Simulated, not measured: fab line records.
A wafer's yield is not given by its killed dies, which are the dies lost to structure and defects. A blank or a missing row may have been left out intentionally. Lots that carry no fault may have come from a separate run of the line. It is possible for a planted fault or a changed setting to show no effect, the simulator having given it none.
A struck lot beside a sound one / flow sky130 / 16 steps out of a route of 708
Sound: the wafers L769.1, L769.2, L769.5. The struck wafers were L772.3, L772.4, L772.6. The cause comes at the end.
Per side, at each step with rows, come the tool, then ch with its chambers, and then its first start. Under that, the readings that differ: sound wafers / struck wafers / difference of the means / sigmas: that difference in standard deviations of wafers without a fault.
alike: a reading whose means differ by less than 2 such deviations, as well as words and numbers matching on both sides. not compared: withheld readings; readings where some wafer has no value; bounds like >300 that might hide an equal value; numbers whose values overlap and for which the record gives no deviation.
A row with sigmas, a row that says differs or no value, or rows on one side alone: a step with any of these is where the two part. Numbers that have no deviation but don't overlap get no sigmas and don't part them. A reading missing from all wafers of one side parts the sides only when that side holds two or more wafers.

first, 3 steps without rows for these wafers: SKY_METAL1_EXPOSE_12 (exposes mask MM1, target cd 140 nm); SKY_METAL1_PEB_13; SKY_METAL1_DEVELOP_14 (develop time 60 s).
SKY_METAL1_CD_MEAS_15 targets a cd of 140 nm.
  sound: cd sem-02 at day 36 02:26; struck: cd sem-02 at day 36 21:43
  alike: cd nm
SKY_METAL1_OVL_MEAS_16:
  sound: overlay-01 at day 36 02:33; struck: overlay-02 at day 36 21:49
  alike: METAL1_OVL
SKY_METAL1_DESCUM_17: chemistry O2, time 8 s.
  sound on rie metal-02 ch 0, day 36 02:35; struck on rie metal-03 ch 0,1, day 36 21:51
  alike: drypump motor current A, oes product au
  not compared: rf hours counter h
SKY_METAL1_ETCH_18: etches BARC in N2/H2, stops on SiO2, time 45.9 s, target depth 60 nm.
  sound on rie metal-02 ch 0, day 36 02:40; struck on rie metal-03 ch 0,1, day 36 21:53
reading=drypump motor current A (A); sound=6.5 6.5 6.5; struck=5.2 6.2 5.2; difference=-1.0; sigmas=-2
  alike: oes product au, throttle valve pct
  not compared: rf hours counter h
SKY_METAL1_METAL_ETCH_19: etches the open film in Cl2/BCl3, stops on SiO2, target depth 360 nm, time 78 s.
  sound on rie metal-02 ch 0, day 36 02:50; struck on rie metal-03 ch 0,1, day 36 21:58
reading=drypump motor current A (A); sound=6.5 6.5 6.5; struck=5.2 6.2 5.2; difference=-1.0; sigmas=-2
  alike: oes product au, throttle valve pct
  not compared: rf hours counter h
SKY_METAL1_STRIP_20: strips in O2/N2.
  sound on plasma asher-01 ch 0,1, day 36 03:05; struck on plasma asher-01 ch 0,1, day 36 22:03
  alike: drypump motor current A, oes product au, strip time to endpoint s
  not compared: rf hours counter h
then, 3 steps without rows for these wafers: SKY_METAL1_STRIP_21 (strips in post etch residue remover, time 1200 s); SKY_METAL1_CLEAN_22 (cleans in IPA, time 180 s); SKY_METAL1_CLEAN_23 (cleans in O3/DIW).
SKY_VIA1_HDPCVD_00: deposits SiO2, target thk 1030 nm, time 171.7 s.
  sound on hdpcvd-02 ch 0,1, day 36 03:41; struck on hdpcvd-02 ch 1,2, day 36 22:37
reading=sih4 flow sccm (sccm); sound=59.93 59.62 60.07; struck=50.87 51.01 51.02; difference=-8.91; sigmas=-45
reading=model.SiO2_of_VIA1_HDPCVD_00.thk nm (nm); sound=1024 1034 1024; struck=885.9 883.3 881.6; difference=-143.7; sigmas=
SKY_VIA1_THK_MEAS_01:
  sound: film metro-01 at day 36 03:47; struck: film metro-03 at day 36 22:44
reading=VIA1_HDPCVD_THK (nm); sound=1024 1034 1024; struck=886 883 882; difference=-144; sigmas=-12
SKY_VIA1_CMP_02: polishes SiO2.
  sound on cmp-01 ch 0,2, day 36 03:54; struck on cmp-01 ch 0,1, day 36 22:47
  alike: motor current A
-- the record jumps here: 12 days lie between the struck wafers' starts before and after (it left off in module VIA1 and takes up again in module PAD_OPEN, whose first step shown is number 708 of the route) --
SKY_PAD_OPEN_PROBE_99:
  sound: prober-02 at day 48 08:02; struck: prober-01 at day 48 23:32
reading=killed at contacts; sound=32 40 24; struck=19 15 21; difference=-14; sigmas=-3
  alike: defect limited yield, killed_at_M0_to_M3, killed_at_M4_up, killed at front end, killed at other, killed dies, killed open, killed short, sort_bin_3_pad_short, sort_bin_5_function, sort_bin_6_memory, sort n pass, sort yield pct

== WHERE THEY PART ==
First at SKY_METAL1_ETCH_18; last, within this record, at SKY_PAD_OPEN_PROBE_99.

WHY: the cause the simulator had injected
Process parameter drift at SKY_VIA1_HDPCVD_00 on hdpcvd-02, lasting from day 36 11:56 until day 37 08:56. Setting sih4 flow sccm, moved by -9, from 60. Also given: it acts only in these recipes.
